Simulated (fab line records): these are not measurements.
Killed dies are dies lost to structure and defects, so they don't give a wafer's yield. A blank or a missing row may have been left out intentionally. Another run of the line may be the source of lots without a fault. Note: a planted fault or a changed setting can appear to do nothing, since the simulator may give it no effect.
Chamber matching :: flow sky130 :: SKY_VIA4_HDPCVD_00 on hdpcvd-02: 3 sister chambers
The step deposits SiO2, target thk 1750 nm, time 291.7 s. 6 wafers are shown with their chamber, then 8 later ones without.

== WAFERS WITH THEIR CHAMBER ==
wafer: L650.4
chamber: 2
runLengthS (s): 319.1

wafer: L651.3
chamber: 1
runLengthS (s): 318.9

wafer: L651.5
chamber: 1
runLengthS (s): 319.6

wafer: L652.2
chamber: 2
runLengthS (s): 319.2

wafer: L652.5
chamber: 0
runLengthS (s): 319.7

wafer: L664.3
chamber: 0
runLengthS (s): 319.7

== WAFERS WITH NO CHAMBER GIVEN ==
wafer: L664.4
runLengthS (s): 319.4

wafer: L664.5
runLengthS (s): 318.7

wafer: L668.2
runLengthS (s): 319.4

wafer: L668.4
runLengthS (s): 318.8

wafer: L668.5
runLengthS (s): 319.1

wafer: L669.3
runLengthS (s): 318.5

wafer: L669.5
runLengthS (s): 320.2

wafer: L669.6
runLengthS (s): 319.1

== EACH ONE'S CHAMBER ==
wafer: L664.4
from the rows above: can't be placed: 1 or 2 or 0
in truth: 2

wafer: L664.5
from the rows above: can't be placed: 2 or 1 or 0
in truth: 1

wafer: L668.2
from the rows above: can't be placed: 1 or 2 or 0
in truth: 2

wafer: L668.4
from the rows above: can't be placed: 2 or 1 or 0
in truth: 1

wafer: L668.5
from the rows above: can't be placed: 2 or 1 or 0
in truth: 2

wafer: L669.3
from the rows above: can't be placed: 2 or 1 or 0
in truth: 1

wafer: L669.5
from the rows above: can't be placed: 0 or 1 or 2
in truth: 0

wafer: L669.6
from the rows above: can't be placed: 2 or 1 or 0
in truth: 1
Placed correctly: 0 of 8. From these rows, 8 cannot be placed; in 8 the true chamber is one of the candidates. Placed wrongly: 0.
How it was worked out, from the rows above alone: a wafer's distance from a chamber is the root of the sum, over the readings, of the square of ((its reading less the chamber's mean) divided by the reading's scatter). If the next closest chamber is less than 2 further off than the closest, the wafer can't be placed; otherwise it belongs to the closest. For every chamber, the mean is computed from those of its wafers that are shown. How the scatter is found: for the shown wafers, subtract from each reading the mean of its chamber, square and add these, divide the total by (wafers less chambers), then take the root.
